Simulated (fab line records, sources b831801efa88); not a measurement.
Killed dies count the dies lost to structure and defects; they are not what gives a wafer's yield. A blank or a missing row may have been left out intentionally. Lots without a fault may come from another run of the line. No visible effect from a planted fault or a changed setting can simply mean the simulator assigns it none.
What tool caused it?	flow gf180mcu	39 wafers from 13 lots sampled at 3 of the route's 602 steps

== WHAT EACH GAUGE READ, for each wafer ==
GF_VT_IMPLANT_OVL_MEAS_29. Usual: VT_IMPLANT_02_OVL gives -0.4 nm (standard deviation 1.6).
lot	measured	on	VT_IMPLANT_02_OVL (nm)	flag
L284	day 6 23:29	overlay-01	-1.8 -1.3 -2.3	
L287	day 7 15:44	overlay-01	2.7 1.3 -3.8	
L288	day 8 01:40	overlay-02	-1.1 -2.5 -0.3	
L290	day 8 13:07	overlay-01	0.6 0.7 1.4	
L292	day 8 23:37	overlay-02	0.0 -4.6 -1.8	
L293	day 9 12:26	overlay-02	-1.2 0.2 -1.5	
L294	day 9 19:46	overlay-01	1.0 1.2 -1.1	
L295	day 10 00:30	overlay-02	-3.1 -3.0 -0.6	
L296	day 10 15:05	overlay-01	0.4 0.6 -1.8	
L297	day 11 01:44	overlay-01	-0.6 -2.2 -2.5	
L298	day 11 01:53	overlay-02	-1.4 -1.6 -0.2	
L299	day 11 02:20	overlay-02	1.2 -0.2 0.2	
L307	day 13 09:31	overlay-02	0.9 -0.1 0.7	

GF_VT_IMPLANT_TW_MEAS_32. Usual: VT_IMPLANT_3_TW gives 268.4 (standard deviation 2.7).
lot	measured	on	VT_IMPLANT_3_TW	flag
L284	day 6 23:46	filmMetro-03	266.6 266.4 264.9	
L287	day 7 16:01	filmMetro-03	265.1 266.5 265.1	
L288	day 8 01:58	filmMetro-03	267.2 266.5 265.6	
L290	day 8 13:25	filmMetro-01	268.9 269.6 268.8	
L292	day 8 23:54	filmMetro-03	263.9 266.4 266.7	
L293	day 9 12:44	filmMetro-03	263.9 264.4 263.3	
L294	day 9 20:04	filmMetro-03	264.2 265.0 263.7	
L295	day 10 00:47	filmMetro-04	270.3 270.9 270.6	
L296	day 10 15:22	filmMetro-01	268.1 267.1 269.3	
L297	day 11 02:01	filmMetro-03	266.4 266.9 267.6	
L298	day 11 02:11	filmMetro-04	272.9 273.0 272.6	
L299	day 11 02:37	filmMetro-03	265.8 266.5 265.6	
L307	day 13 09:48	filmMetro-03	264.2 264.7 264.6	

GF_POLY_GATE_THK_MEAS_01. Usual: POLY_GATE_CVD_00_THK gives 200.2 nm (standard deviation 2.2).
lot	measured	on	POLY_GATE_CVD_00_THK (nm)	flag
L284	day 8 14:46	filmMetro-03	203.3 204.1 201.8	
L287	day 9 07:24	filmMetro-04	196.0 198.1 197.4	
L288	day 9 17:44	filmMetro-03	198.6 198.1 196.4	
L290	day 10 05:11	filmMetro-02	200.3 201.0 200.4	
L292	day 10 16:08	filmMetro-03	200.1 200.4 200.9	
L293	day 11 08:40	filmMetro-03	200.6 201.3 200.6	
L294	day 11 16:28	filmMetro-04	197.3 199.5 199.0	
L295	day 11 20:22	filmMetro-04	201.3 201.8 200.9	
L296	day 12 10:57	filmMetro-04	200.2 203.2 204.5	
L297	day 12 22:16	filmMetro-02	201.2 202.6 201.7	
L298	day 13 00:59	filmMetro-04	197.6 196.3 195.3	
L299	day 13 00:57	filmMetro-03	200.7 199.6 199.3	
L307	day 15 09:44	filmMetro-03	200.6 199.8 198.9	

== EACH LOT AND THE TOOL THAT RAN IT (in order: tool; ch and the chambers of the sampled wafers; start) ==
No process step before these readings appears in the record.

== WHAT THE TOOLS THEMSELVES READ (means of the sampled wafers that have a number; where no wafer has one, the mark that the record gives instead) ==
The record holds no such reading with a usual standard deviation.

== THE ANSWER, worked out from the rows above alone ==
Rule: a lot counts as off when the mean over its wafers that have a number is more than 3 standard deviations away from the usual mean. A lot without any number at a reading at which 4 lots or more have one is off too. Any other lot the step has rows for is counted as sound. The gauges are gone through in route order, then the tools' own readings, and for those a lot's mean is taken as printed above. The first step at which some lot is off is used, and at that step the reading that is off furthest; a lot without a number counts as furthest.
No lot is off on any of the readings shown, so nothing can be concluded from this.

== WHAT THE SIMULATOR HAD INSERTED ==
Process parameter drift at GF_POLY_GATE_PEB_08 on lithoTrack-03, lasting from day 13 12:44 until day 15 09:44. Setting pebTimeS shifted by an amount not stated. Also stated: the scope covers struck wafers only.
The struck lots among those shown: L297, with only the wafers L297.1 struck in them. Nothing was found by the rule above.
